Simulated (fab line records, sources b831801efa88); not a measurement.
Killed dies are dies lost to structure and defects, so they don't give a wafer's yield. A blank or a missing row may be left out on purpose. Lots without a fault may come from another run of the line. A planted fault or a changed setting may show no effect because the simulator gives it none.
Which tool did it? | flow sky130 | 10 lots, 30 wafers sampled, at 4 steps of a route of 708

WHAT THE GAUGES READ, wafer by wafer
SKY_SD_N_TW_MEAS_12.
lot  | measured     | on            | SD_N_TW
L629 | day 28 00:32 | film_metro-04 | 3925 3910 3935
L633 | day 29 19:31 | film_metro-02 | 4026 4008 4016
L635 | day 30 13:10 | film_metro-02 | 4023 4015 4019
L638 | day 31 12:46 | film_metro-03 | 3966 3943 3934
L639 | day 31 21:19 | film_metro-02 | 4029 4017 4013
L644 | day 33 04:26 | film_metro-03 | 3728 3749 3719 3707 3709 3712
L645 | day 33 16:14 | film_metro-03 | 3998 4003 3978
L646 | day 33 21:47 | film_metro-03 | 3726 3738 3731 3710 3714 3732
L649 | day 35 05:58 | film_metro-03 | 3966 3970 3994
L651 | day 35 13:40 | film_metro-03 | 3994 3968 3995

WHICH TOOL RAN EACH LOT (tool, then ch and the chambers of the sampled wafers, then the start)
lot  | SKY_LDD_HVN_STRIP_09                 | SKY_SD_N_IMPLANT_09             | SKY_SD_N_STRIP_11
L629 | plasma_asher-01 ch 0,1, day 20 09:38 | implanter-01 ch 0, day 28 00:08 | plasma_asher-01 ch 0,1, day 28 00:26
L633 | plasma_asher-04 ch 0,1, day 22 09:48 | implanter-01 ch 0, day 29 19:07 | plasma_asher-01 ch 0,1, day 29 19:25
L635 | plasma_asher-04 ch 0,1, day 23 04:11 | implanter-02 ch 0, day 30 12:46 | plasma_asher-04 ch 0,1, day 30 13:04
L638 | plasma_asher-02 ch 0,1, day 24 04:15 | implanter-02 ch 0, day 31 12:22 | plasma_asher-04 ch 0,1, day 31 12:40
L639 | plasma_asher-01 ch 0,1, day 24 15:05 | implanter-01 ch 0, day 31 20:56 | plasma_asher-03 ch 0,1, day 31 21:13
L644 | plasma_asher-01 ch 0,1, day 25 23:20 | implanter-01 ch 0, day 33 04:02 | plasma_asher-03 ch 0,1, day 33 04:19
L645 | plasma_asher-02 ch 0,1, day 26 13:08 | implanter-03 ch 0, day 33 15:50 | plasma_asher-04 ch 0,1, day 33 16:08
L646 | plasma_asher-04 ch 0,1, day 26 20:19 | implanter-01 ch 0, day 33 21:25 | plasma_asher-03 ch 0,1, day 33 21:42
L649 | plasma_asher-01 ch 0,1, day 28 07:26 | implanter-03 ch 0, day 35 05:34 | plasma_asher-04 ch 0,1, day 35 05:52
L651 | plasma_asher-04 ch 0, day 28 17:38   | implanter-03 ch 0, day 35 13:16 | plasma_asher-04 ch 0,1, day 35 13:34
- SKY_LDD_HVN_STRIP_09: strips in O2/N2.
- SKY_SD_N_IMPLANT_09
- SKY_SD_N_STRIP_11: strips in O2/N2.

THE ANSWER, worked out from the rows above alone
Rule: what is usual is taken from the lots themselves. Put in order of their means at a reading, lots are off if they are a third of the lots or fewer, leave a main group of 4 or more, and stand apart from it by a gap of 3 or more times the standard deviation of the main group's means; of several such gaps the widest counts. A main group whose means are all the same, to the digits that the tables above print for the reading, isn't used. A lot without any number at a reading at which 4 lots or more have one is off too. The other lots that the step has rows for count as sound.
Off: L644, L646, at SKY_SD_N_TW_MEAS_12 (SD_N_TW). The main group: mean 3985, standard deviation 33.
A tool fits if, at a process step before that reading, it ran every lot that is off, and no sound lot after the first of them. The gauges at SKY_SD_N_TW_MEAS_12 are tried like those tools. Can't be told from this: 2 tools fit, implanter-01 at SKY_SD_N_IMPLANT_09, plasma_asher-03 at SKY_SD_N_STRIP_11.

WHAT THE SIMULATOR HAD PUT IN
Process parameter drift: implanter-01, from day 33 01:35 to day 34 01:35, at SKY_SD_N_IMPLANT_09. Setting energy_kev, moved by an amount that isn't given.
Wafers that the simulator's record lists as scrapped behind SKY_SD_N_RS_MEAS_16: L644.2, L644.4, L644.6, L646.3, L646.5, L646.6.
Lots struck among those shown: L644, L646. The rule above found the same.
